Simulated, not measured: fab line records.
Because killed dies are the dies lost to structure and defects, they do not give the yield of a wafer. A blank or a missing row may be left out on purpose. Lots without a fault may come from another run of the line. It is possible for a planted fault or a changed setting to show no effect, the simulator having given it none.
Matching of chambers / flow sky130 / pecvd-03 running SKY_PASSIVATION_CVD_00: 3 sister chambers
The step deposits SiO2, target thk 90 nm. 6 wafers are shown with their chamber, then 12 later ones without.

WAFERS, EACH WITH ITS CHAMBER
wafer=L085.5; chamber=1; heater_power_w (W)=627
wafer=L089.3; chamber=0; heater_power_w (W)=828
wafer=L089.6; chamber=2; heater_power_w (W)=674
wafer=L090.1; chamber=0; heater_power_w (W)=861
wafer=L090.2; chamber=2; heater_power_w (W)=640
wafer=L090.3; chamber=1; heater_power_w (W)=573

WAFERS WITHOUT THEIR CHAMBER
wafer=L090.4; heater_power_w (W)=649
wafer=L090.5; heater_power_w (W)=582
wafer=L090.6; heater_power_w (W)=878
wafer=L091.1; heater_power_w (W)=564
wafer=L091.2; heater_power_w (W)=806
wafer=L091.3; heater_power_w (W)=597
wafer=L091.4; heater_power_w (W)=591
wafer=L091.5; heater_power_w (W)=807
wafer=L091.6; heater_power_w (W)=561
wafer=L097.1; heater_power_w (W)=629
wafer=L097.4; heater_power_w (W)=622
wafer=L097.5; heater_power_w (W)=550

CHAMBER TAKEN BY EACH
wafer=L090.4; from the rows above=can't be placed: 2 or 1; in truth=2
wafer=L090.5; from the rows above=can't be placed: 1 or 2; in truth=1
wafer=L090.6; from the rows above=0; in truth=0
wafer=L091.1; from the rows above=can't be placed: 1 or 2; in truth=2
wafer=L091.2; from the rows above=0; in truth=0
wafer=L091.3; from the rows above=can't be placed: 1 or 2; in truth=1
wafer=L091.4; from the rows above=can't be placed: 1 or 2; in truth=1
wafer=L091.5; from the rows above=0; in truth=0
wafer=L091.6; from the rows above=can't be placed: 1 or 2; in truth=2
wafer=L097.1; from the rows above=can't be placed: 2 or 1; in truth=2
wafer=L097.4; from the rows above=can't be placed: 1 or 2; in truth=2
wafer=L097.5; from the rows above=can't be placed: 1 or 2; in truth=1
Correct placement for 3 of the 12. Unplaceable from these rows: 9, with the true chamber sitting among the candidates in 9. 0 placed wrongly.
How it was worked out, from the rows above alone: a wafer's distance from a chamber is the root of the sum, over the readings, of the square of ((its reading less the chamber's mean) divided by the reading's scatter). The wafer belongs to the nearest chamber; if the next one is less than 2 further off, it can't be placed. The mean given for a chamber averages the wafers shown for that chamber. How the scatter is found: for the shown wafers, subtract from each reading the mean of its chamber, square and add these, divide the total by (wafers less chambers), then take the root.
